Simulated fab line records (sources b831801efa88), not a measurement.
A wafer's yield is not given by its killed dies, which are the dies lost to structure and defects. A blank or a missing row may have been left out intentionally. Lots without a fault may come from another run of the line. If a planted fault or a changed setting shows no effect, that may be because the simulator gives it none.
Commonality check across tools	flow sky130	14 lots and 42 wafers in the sample

THE REASON FOR OPENING IT
Of 14 lots, 2 have the reading GATE_OXIDE_OXIDATION_00_THK flagged at SKY_GATE_OXIDE_THK_MEAS_02. No-fault wafers: 10.28 nm, standard deviation 0.15.
Rule: flag the lot when none of its wafers has a number, or when each of its wafers that has one lies beyond 4 standard deviations from that mean. As for the other lots, they are considered sound.

lot	measured	on	GATE_OXIDE_OXIDATION_00_THK (nm), wafer by wafer	flag
L913	day 12 13:47	film metro-01	10.49 10.17 10.40	
L914	day 12 21:50	film metro-01	10.34 10.38 10.34	
L915	day 13 10:03	film metro-01	10.24 10.07 10.12	
L917	day 13 19:11	film metro-01	10.54 10.61 10.52	
L918	day 14 05:25	film metro-02	10.11 10.35 10.30	
L919	day 14 23:11	film metro-01	10.23 10.36 10.39	
L920	day 14 23:11	film metro-03	10.48 10.48 10.42	
L921	day 15 11:35	film metro-02	9.86 10.19 10.12	
L922	day 15 19:50	film metro-03	10.14 10.17 10.23	
L926	day 17 00:24	film metro-03	10.43 10.12 10.37	
L928	day 17 14:22	film metro-03	10.21 10.19 10.15	
L932	day 19 07:37	film metro-03	11.37 11.31 11.53	FLAGGED
L934	day 20 03:56	film metro-01	11.23 11.34 11.40	FLAGGED
L936	day 21 12:19	film metro-01	10.25 10.03 10.00	
The numbers of the flagged lots are 11.36 nm on average: +1.08 nm against the usual, or +7 standard deviations.

TOOL THAT RAN EACH LOT
The record holds 1 process step before the reading, out of a route of 708 steps. Each cell gives the tool, then ch followed by the chambers the sampled wafers passed through, then the start.
lot	flag	SKY_GATE_OXIDE_OXIDATION_01
L913		furnace-02 ch 0, day 12 12:23
L914		furnace-02 ch 0, day 12 20:26
L915		furnace-01 ch 0, day 13 08:38
L917		furnace-02 ch 0, day 13 17:46
L918		furnace-02 ch 0, day 14 03:59
L919		furnace-02 ch 0, day 14 21:46
L920		furnace-02 ch 0, day 14 21:46
L921		furnace-02 ch 0, day 15 10:10
L922		furnace-01 ch 0, day 15 18:25
L926		furnace-02 ch 0, day 16 22:59
L928		furnace-02 ch 0, day 17 12:57
L932	FLAGGED	furnace-02 ch 0, day 19 06:13
L934	FLAGGED	furnace-02 ch 0, day 20 02:32
L936		furnace-01 ch 0, day 21 10:55
What the steps here do:
- SKY_GATE_OXIDE_OXIDATION_01: stabilise 600 s, purge 300 s, target thk 10.268 nm.
- SKY_GATE_OXIDE_THK_MEAS_02

FLAGGED AGAINST TOTAL, ONE TOOL AT A TIME (gauges that did the reading follow at the end)
step	tool	lots run	flagged	share of the flagged lots	sound lots run after its first flagged lot
SKY_GATE_OXIDE_OXIDATION_01	furnace-01	3	0	none	-
SKY_GATE_OXIDE_OXIDATION_01	furnace-02	11	2	all	0
SKY_GATE_OXIDE_THK_MEAS_02	film metro-01	7	1	some	1 (L936)
SKY_GATE_OXIDE_THK_MEAS_02	film metro-02	2	0	none	-
SKY_GATE_OXIDE_THK_MEAS_02	film metro-03	5	1	some	0

WHAT THE TABLE ALLOWS
1 row of the table ran every flagged lot: furnace-02 at SKY_GATE_OXIDE_OXIDATION_01.
- furnace-02 at SKY_GATE_OXIDE_OXIDATION_01 ran 11 lots, 2 of them flagged. Last sound lot L928 at day 17 12:57, first flagged lot L932 at day 19 06:13; a fault beginning in between fits. Its own readings lie more than 4 standard deviations out on every wafer of the flagged lots: spike tc centre C, spike tc lower C, spike tc upper C, tube center temp C, tube_center_temp_C_max.
What remains is a single tool, furnace-02 at SKY_GATE_OXIDE_OXIDATION_01.

WHAT WAS PUT IN BY THE SIMULATOR
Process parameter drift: furnace-02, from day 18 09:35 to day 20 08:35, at SKY_GATE_OXIDE_OXIDATION_01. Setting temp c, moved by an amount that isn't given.
Struck lots among those shown: L932, L934. The rule above found the same.
